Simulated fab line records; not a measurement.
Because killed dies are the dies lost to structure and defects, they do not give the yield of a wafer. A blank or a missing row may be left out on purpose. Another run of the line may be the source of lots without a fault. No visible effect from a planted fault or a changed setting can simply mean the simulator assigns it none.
Which tool was responsible? / flow gf180mcu / 39 wafers from 13 lots sampled at 2 of the route's 602 steps

== WHAT THE GAUGES SHOWED, per wafer ==
GF_V2_OVL_MEAS_15. Usual: V2_OVL typically reads -4 nm, with standard deviation 5.6.
lot=L343; measured=day 20 09:16; on=overlay-01; V2_OVL (nm)=-5 -9 -7; flag=
lot=L345; measured=day 21 01:49; on=overlay-02; V2_OVL (nm)=-8 -12 -3; flag=
lot=L346; measured=day 21 14:58; on=overlay-02; V2_OVL (nm)=0 2 1; flag=
lot=L348; measured=day 22 00:59; on=overlay-02; V2_OVL (nm)=1 -2 0; flag=
lot=L349; measured=day 22 11:19; on=overlay-01; V2_OVL (nm)=-8 -4 -11; flag=
lot=L351; measured=day 23 04:46; on=overlay-01; V2_OVL (nm)=-9 -6 -3; flag=
lot=L352; measured=day 23 13:29; on=overlay-01; V2_OVL (nm)=-3 -4 0; flag=
lot=L360; measured=day 26 23:42; on=overlay-01; V2_OVL (nm)=-9 -12 -8; flag=
lot=L361; measured=day 27 00:40; on=overlay-02; V2_OVL (nm)=1 0 -5; flag=
lot=L362; measured=day 27 07:45; on=overlay-01; V2_OVL (nm)=2 -1 -2; flag=
lot=L364; measured=day 27 16:57; on=overlay-02; V2_OVL (nm)=-3 1 -6; flag=
lot=L366; measured=day 28 01:51; on=overlay-01; V2_OVL (nm)=-12 -13 -10; flag=
lot=L365; measured=day 28 03:30; on=overlay-02; V2_OVL (nm)=4 6 -1; flag=

GF_V3_OVL_MEAS_15. Usual: V3_OVL typically reads -3 nm, with standard deviation 5.4.
lot=L343; measured=day 22 10:48; on=overlay-01; V3_OVL (nm)=2 -1 -6; flag=
lot=L345; measured=day 23 03:10; on=overlay-02; V3_OVL (nm)=-1 -7 -1; flag=
lot=L346; measured=day 23 15:48; on=overlay-01; V3_OVL (nm)=1 -13 -6; flag=
lot=L348; measured=day 24 01:05; on=overlay-02; V3_OVL (nm)=0 -4 4; flag=
lot=L349; measured=day 24 12:37; on=overlay-02; V3_OVL (nm)=0 0 5; flag=
lot=L351; measured=day 25 03:51; on=overlay-01; V3_OVL (nm)=3 -4 6; flag=
lot=L352; measured=day 25 12:59; on=overlay-01; V3_OVL (nm)=-7 -6 -8; flag=
lot=L360; measured=day 28 17:58; on=overlay-02; V3_OVL (nm)=-1 -5 -3; flag=
lot=L361; measured=day 28 19:40; on=overlay-01; V3_OVL (nm)=-3 0 0; flag=
lot=L362; measured=day 29 01:54; on=overlay-02; V3_OVL (nm)=-15 -11 -7; flag=
lot=L364; measured=day 29 09:04; on=overlay-02; V3_OVL (nm)=0 -1 -3; flag=
lot=L366; measured=day 29 18:36; on=overlay-01; V3_OVL (nm)=-3 0 -4; flag=
lot=L365; measured=day 29 20:33; on=overlay-01; V3_OVL (nm)=-8 -5 -3; flag=

== EACH LOT AND THE TOOL THAT RAN IT (in order: tool; ch and the chambers of the sampled wafers; start) ==
Record: no process step prior to these readings.

== AS READ BY THE TOOLS THEMSELVES (means over the sampled wafers that have a number; for cases with no such wafer, the mark the record gives instead) ==
The record holds no such reading with a usual standard deviation.

== THE ANSWER, worked out from the rows above alone ==
Rule: a lot is off if the mean of its wafers that have a number lies more than 3 standard deviations from the usual mean. Also off: a lot with no number at a reading for which 4 or more lots have one. All remaining lots with rows at the step are treated as sound. Order of review: gauges by route order, followed by the tools' own readings, for which a lot's mean as printed above is used. At the first step where some lot is off, the reading lying furthest off is the one used; lots without a number count as furthest.
Nothing can be told from this: no lot is off at any reading shown.

== WHAT THE SIMULATOR PUT IN ==
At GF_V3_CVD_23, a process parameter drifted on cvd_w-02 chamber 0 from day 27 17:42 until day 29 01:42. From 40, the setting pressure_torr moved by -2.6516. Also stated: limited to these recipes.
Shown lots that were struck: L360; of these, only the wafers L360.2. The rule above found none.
